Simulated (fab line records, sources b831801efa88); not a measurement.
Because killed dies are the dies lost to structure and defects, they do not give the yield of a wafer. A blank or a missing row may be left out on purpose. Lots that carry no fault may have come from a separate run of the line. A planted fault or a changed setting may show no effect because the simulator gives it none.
Struck lot and sound lot, side by side    flow gf180mcu    21 steps out of a route of 602
Sound: wafers L263.1, L263.2, L263.3. Wafers L271.1, L271.4, L271.6 were the ones struck. The cause is named last.
At each step with rows: each side's tool, then ch and its chambers, then its first start. Under that, the readings that differ: sound wafers    struck wafers    difference of the means    sigmas: that difference in standard deviations of wafers without a fault.
alike: same words and numbers on both sides, and readings whose means sit less than 2 such deviations apart. not compared: any withheld reading, any reading some wafer has no value for, any bound like >300 that may hide the same value, and any number with overlapping values for which the record gives no deviation.
A row with sigmas, a row that says differs or no value, or rows on one side alone: a step with any of these is where the two part. Numbers that don't overlap but have no deviation are shown without sigmas and don't part them. A reading missing from all wafers of one side parts the sides only when that side holds two or more wafers.

GF_TOP_METAL_CD_MEAS_14: the cd target is 440 nm.
  struck on cdSem-01, day 32 16:32; sound on cdSem-01, day 30 13:59
  alike: cdNm
GF_TOP_METAL_OVL_MEAS_15:
  struck on overlay-01, day 32 16:40; sound on overlay-02, day 30 14:07
  alike: TOP_METAL_OVL
GF_TOP_METAL_METAL_ETCH_16: etches the open film in Cl2/BCl3, stops on SiO2, target depth 1197 nm, time 199.5 s.
  sound on rieMetal-01 ch 0,1, day 30 14:08; struck on rieMetal-03 ch 0, day 32 16:41
  alike: drypumpMotorCurrentA, oesProductAu, throttleValvePct
  not compared: rfHoursCounterH
GF_TOP_METAL_STRIP_17: strips in O2/N2.
  sound on plasmaAsher-04 ch 0,1, day 30 14:20; struck on plasmaAsher-04 ch 0, day 32 16:53
  alike: drypumpMotorCurrentA, heaterPowerW, oesProductAu, platenTempC, stripTimeToEndpointS
  not compared: rfHoursCounterH
then, 2 steps without rows for these wafers: GF_TOP_METAL_STRIP_18 (strips in post etch residue remover, time 1200 s); GF_TOP_METAL_CLEAN_19 (cleans in DIW).
GF_PASSIVATION_CVD_00: deposits SiO2 from TEOS, target thk 1000 nm, time 114.1 s.
  sound on pecvd-01 ch 0,1,2, day 30 14:52; struck on pecvd-04 ch 1,2, day 32 17:25
  alike: heaterPowerOuterW, heaterPowerW
GF_PASSIVATION_THK_MEAS_01:
  struck on filmMetro-02, day 32 17:30; sound on filmMetro-02, day 30 14:57
  alike: PASSIVATION_CVD_00_THK
GF_PASSIVATION_CVD_02: deposits Si3N4, target thk 700 nm, time 486.18 s.
  sound on pecvd-02 ch 0,1,2, day 30 15:01; struck on pecvd-01 ch 1, day 32 17:34
  alike: heaterPowerOuterW, heaterPowerW
GF_PASSIVATION_THK_MEAS_03:
  struck on filmMetro-01, day 32 18:00; sound on filmMetro-01, day 30 15:17
  alike: PASSIVATION_CVD_02_THK
then, 2 steps without rows for these wafers: GF_PASSIVATION_DEHYDRATE_04 (time 60 s); GF_PASSIVATION_HMDS_05 (prime time 60 s).
GF_PASSIVATION_COAT_06: resist thk 4000 nm.
  sound on lithoTrack-03 ch 0, day 30 23:47; struck on lithoTrack-03 ch 0, day 33 02:02
reading                                       sound                 struck                difference  sigmas
spinSpeedRpm (rpm)                            1999.7 1999.4 2000.2  2082.7 2081.7 2083.1  +82.7       +69
model.coat_of_PASSIVATION_COAT_06.thkNm (nm)  3992 3987 4007        3896 3916 3909        -88         
then, 4 steps without rows for these wafers: GF_PASSIVATION_SOFTBAKE_07; GF_PASSIVATION_EXPOSE_08 (exposes mask Pad, target cd 40000 nm); GF_PASSIVATION_PEB_09; GF_PASSIVATION_DEVELOP_10 (develop time 60 s).
GF_PASSIVATION_ETCH_11: etches the open film in CF4/O2, stops on TiN, target depth 2040 nm, time 453.3 s.
  sound on rieDiel-03 ch 0,1,2, day 31 08:50; struck on rieDiel-03 ch 2,3, day 33 09:41
reading                                       sound           struck          difference  sigmas
model.coat_of_PASSIVATION_COAT_06.thkNm (nm)  2613 2686 2666  2500 2581 2515  -123        
  alike: drypumpMotorCurrentA, oesProductAu, throttleValvePct
  not compared: rfHoursCounterH
GF_PASSIVATION_STRIP_12: strips in O2/N2.
  sound on plasmaAsher-01 ch 0,1, day 31 09:07; struck on plasmaAsher-04 ch 0,1, day 33 09:58
reading                   sound           struck          difference  sigmas
stripTimeToEndpointS (s)  31.7 32.5 32.3  30.4 31.3 30.6  -1.4        -4
  alike: drypumpMotorCurrentA, heaterPowerW, oesProductAu, platenTempC
  not compared: rfHoursCounterH
then, 1 step without rows for these wafers: GF_PASSIVATION_ANNEAL_13 (time 1800 s).
GF_PASSIVATION_PROBE_99:
  sound wafers here have rows in the record (prober-01, day 31 10:50); struck ones have none

## WHERE THEY PART
First at GF_PASSIVATION_COAT_06; last, within this record, at GF_PASSIVATION_PROBE_99.

WHY: the cause the simulator had injected
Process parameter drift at GF_PASSIVATION_COAT_06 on lithoTrack-03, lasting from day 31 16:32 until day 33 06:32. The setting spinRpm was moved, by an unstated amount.
